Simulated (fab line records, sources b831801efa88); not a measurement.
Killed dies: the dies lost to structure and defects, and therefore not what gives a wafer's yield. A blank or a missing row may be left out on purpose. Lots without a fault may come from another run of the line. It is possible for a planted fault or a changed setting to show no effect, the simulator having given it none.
Struck lot and sound lot, side by side -- flow sky130 -- 28 steps out of a route of 708
Sound: wafers L642.4, L642.5, L642.6. Wafers L654.1, L654.4, L654.5 were the ones struck. The cause comes at the end.
For every step that has rows: the tool of each side, followed by ch and its chambers, followed by its first start. Under that, the readings that differ: sound wafers -- struck wafers -- difference of the means -- sigmas: that difference in standard deviations of wafers without a fault.
alike: readings whose means differ by less than 2 such deviations, and words and numbers that are the same on both sides. not compared: withheld readings, readings that some wafer has no value for, bounds like >300 that may hide the same value, and numbers for which the record gives no deviation and whose values overlap.
The two part at a step that has a row with sigmas, a row that says differs or no value, or rows on one side only. When numbers do not overlap yet have no deviation, they are printed without sigmas and do not part them. A reading that every wafer of one side lacks parts them only if that side has two wafers or more.

SKY_SD_P_OVL_MEAS_08:
  sound: overlay-01 at day 28 19:35; struck: overlay-02 at day 32 20:08
  alike: SD_P_OVL
next, for these wafers, 1 step has no rows: SKY_SD_P_IMPLANT_09.
SKY_SD_P_STRIP_10: strips in O2/N2.
  sound on plasma_asher-02 ch 0,1, day 28 19:47; struck on plasma_asher-04 ch 0,1, day 32 20:19
  alike: drypump_motor_current_A, oes_product_au, strip_time_to_endpoint_s
  not compared: rf_hours_counter_h
SKY_SD_P_TW_MEAS_11:
  sound: film_metro-03 at day 28 19:53; struck: film_metro-02 at day 32 20:25
reading,sound,struck,difference,sigmas
SD_P_TW,2846 2821 2844,2864 2874 2870,+32,+2
then, 8 steps without rows for these wafers: SKY_RES_XHIGH_DEHYDRATE_00 (time 60 s); SKY_RES_XHIGH_HMDS_01 (prime time 60 s); SKY_RES_XHIGH_COAT_02 (resist thk 1140 nm); SKY_RES_XHIGH_SOFTBAKE_03 (time 60 s); SKY_RES_XHIGH_EXPOSE_04 (exposes mask URPM, target cd 1270 nm); SKY_RES_XHIGH_PEB_05; SKY_RES_XHIGH_DEVELOP_06 (develop time 60 s); SKY_RES_XHIGH_IMPLANT_07.
SKY_RES_XHIGH_STRIP_08: strips in O2/N2.
  sound on plasma_asher-01 ch 0,1, day 30 00:20; struck on plasma_asher-01 ch 0, day 33 23:20
reading,sound,struck,difference,sigmas
oes_product_au (a.u.),0.707 0.712 0.713,0.920 0.922 0.930,+0.213,+44
strip_time_to_endpoint_s (s),14.25 14.29 14.27,- - -,no value on the struck wafers,
model.NOVOLAK_of_RES_XHIGH_COAT_02.thk_nm (nm),0 0 0,456.2 456.8 456.5,+456.5,
  alike: drypump_motor_current_A
  not compared: rf_hours_counter_h
SKY_RES_XHIGH_TW_MEAS_09:
  sound: film_metro-03 at day 30 00:26; struck: film_metro-01 at day 33 23:26
  alike: RES_XHIGH_TW
then, 7 steps without rows for these wafers: SKY_SD_N_DEHYDRATE_00 (time 60 s); SKY_SD_N_HMDS_01 (prime time 60 s); SKY_SD_N_COAT_02 (resist thk 1140 nm); SKY_SD_N_SOFTBAKE_03 (time 60 s); SKY_SD_N_EXPOSE_04 (exposes mask NSDM, target cd 380 nm); SKY_SD_N_PEB_05; SKY_SD_N_DEVELOP_06 (develop time 60 s).
SKY_SD_N_CD_MEAS_07 targets a cd of 380 nm.
  sound: cd_sem-01 at day 31 04:37; struck: cd_sem-01 at day 35 01:52
  alike: cd_nm
SKY_SD_N_OVL_MEAS_08:
  sound: overlay-01 at day 31 04:41; struck: overlay-02 at day 35 01:59
  alike: SD_N_OVL
then, 2 steps without rows for these wafers: SKY_SD_N_IMPLANT_09; SKY_SD_N_IMPLANT_10.
SKY_SD_N_STRIP_11: strips in O2/N2.
  sound on plasma_asher-01 ch 0,1, day 31 05:02; struck on plasma_asher-02 ch 0,1, day 35 02:19
reading,sound,struck,difference,sigmas
oes_product_au (a.u.),0.529 0.529 0.526,0.581 0.582 0.569,+0.049,+11
strip_time_to_endpoint_s (s),22.51 22.48 22.55,29.35 29.40 29.34,+6.85,+99 or more
  alike: drypump_motor_current_A
  not compared: rf_hours_counter_h
SKY_SD_N_TW_MEAS_12:
  sound: film_metro-03 at day 31 05:08; struck: film_metro-01 at day 35 02:25
reading,sound,struck,difference,sigmas
SD_N_TW,4014 3983 3995,30 30 30,-3967,-99 or more
then, 1 step without rows for these wafers: SKY_SD_N_CLEAN_13 (cleans in SC1/SC2, time 150 s).

## WHERE THEY PART
First at SKY_SD_P_TW_MEAS_11; last, within this record, at SKY_SD_N_TW_MEAS_12.

WHY: what the simulator had put in
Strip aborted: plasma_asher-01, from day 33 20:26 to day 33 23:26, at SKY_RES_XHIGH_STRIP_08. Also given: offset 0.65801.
